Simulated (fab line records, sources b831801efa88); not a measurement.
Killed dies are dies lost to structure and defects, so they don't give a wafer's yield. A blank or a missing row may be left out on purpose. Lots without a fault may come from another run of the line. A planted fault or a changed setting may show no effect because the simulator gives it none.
Tool commonality check | flow sky130 | 12 lots, 36 wafers sampled

WHY IT WAS OPENED
At SKY_LI_CONTACT_CD_MEAS_12 the reading cd_nm is flagged on 1 of 12 lots. Wafers without a fault read 170.1 nm, standard deviation 1.5.
Rule: a lot is flagged when every wafer of it that has a number lies more than 4 standard deviations from that mean, or none has a number. The other lots count as sound.

lot  | measured     | on        | cd_nm (nm), wafer by wafer | flag
L931 | day 30 19:29 | cd_sem-01 | 174.1 170.3 170.8          |
L933 | day 30 23:28 | cd_sem-02 | 170.6 170.8 170.8          |
L934 | day 31 12:31 | cd_sem-02 | 170.2 170.8 170.4          |
L935 | day 32 00:57 | cd_sem-02 | 169.7 169.1 170.1          |
L939 | day 33 00:47 | cd_sem-02 | 169.2 169.6 169.2          |
L942 | day 34 03:31 | cd_sem-01 | 146.9 148.2 148.2          | FLAGGED
L944 | day 34 14:48 | cd_sem-01 | 167.9 169.1 166.8          |
L945 | day 34 22:01 | cd_sem-02 | 169.4 168.4 169.3          |
L946 | day 35 02:03 | cd_sem-01 | 173.4 172.1 172.2          |
L947 | day 35 09:46 | cd_sem-02 | 168.6 170.3 169.8          |
L948 | day 35 16:30 | cd_sem-02 | 170.6 170.3 169.4          |
L951 | day 36 14:05 | cd_sem-01 | 169.0 169.4 170.5          |
The numbers of the flagged lots are 147.8 nm on average: -22.3 nm against the usual, or -15 standard deviations.

WHICH TOOL RAN EACH LOT
The record holds 1 process step before the reading, out of a route of 708 steps. In each cell: the tool, then ch and the chambers that the sampled wafers went through, then the start.
lot  | flag    | SKY_LI_CONTACT_EXPOSE_09
L931 |         | krf_scanner-02 ch 0, day 30 05:38
L933 |         | krf_scanner-02 ch 0, day 30 10:19
L934 |         | krf_scanner-01 ch 0, day 30 22:57
L935 |         | krf_scanner-02 ch 0, day 31 11:59
L939 |         | krf_scanner-01 ch 0, day 32 11:10
L942 | FLAGGED | krf_scanner-02 ch 0, day 33 14:03
L944 |         | krf_scanner-02 ch 0, day 34 01:58
L945 |         | krf_scanner-02 ch 0, day 34 09:10
L946 |         | krf_scanner-02 ch 0, day 34 13:21
L947 |         | krf_scanner-02 ch 0, day 34 20:19
L948 |         | krf_scanner-02 ch 0, day 35 03:52
L951 |         | krf_scanner-02 ch 0, day 36 01:13
What these steps do:
- SKY_LI_CONTACT_EXPOSE_09: exposes mask LICM1, target cd 170 nm.
- SKY_LI_CONTACT_CD_MEAS_12: target cd 170 nm.

FLAGGED OVER TOTAL, TOOL BY TOOL (the gauges that took the reading come last)
step                      | tool           | lots run | flagged | share of the flagged lots | sound lots run after its first flagged lot
SKY_LI_CONTACT_EXPOSE_09  | krf_scanner-01 | 2        | 0       | none                      | -
SKY_LI_CONTACT_EXPOSE_09  | krf_scanner-02 | 10       | 1       | all                       | 6 (L944,L945,L946,L947,L948,L951)
SKY_LI_CONTACT_CD_MEAS_12 | cd_sem-01      | 5        | 1       | all                       | 3 (L944,L946,L951)
SKY_LI_CONTACT_CD_MEAS_12 | cd_sem-02      | 7        | 0       | none                      | -

WHAT THE TABLE ALLOWS
2 rows of the table ran every flagged lot: krf_scanner-02 at SKY_LI_CONTACT_EXPOSE_09, cd_sem-01 at SKY_LI_CONTACT_CD_MEAS_12.
- krf_scanner-02 at SKY_LI_CONTACT_EXPOSE_09: 1 of its 10 lots flagged. Sound lots ran on it after the first flagged one (L944, L945, L946, L947, L948, L951), which a lasting fault on the whole tool wouldn't allow.
- cd_sem-01 at SKY_LI_CONTACT_CD_MEAS_12: 1 of its 5 lots flagged. Sound lots ran on it after the first flagged one (L944, L946, L951), which a lasting fault on the whole tool wouldn't allow.
No row of the table ran every flagged lot and no sound lot after the first.

WHAT THE SIMULATOR HAD PUT IN
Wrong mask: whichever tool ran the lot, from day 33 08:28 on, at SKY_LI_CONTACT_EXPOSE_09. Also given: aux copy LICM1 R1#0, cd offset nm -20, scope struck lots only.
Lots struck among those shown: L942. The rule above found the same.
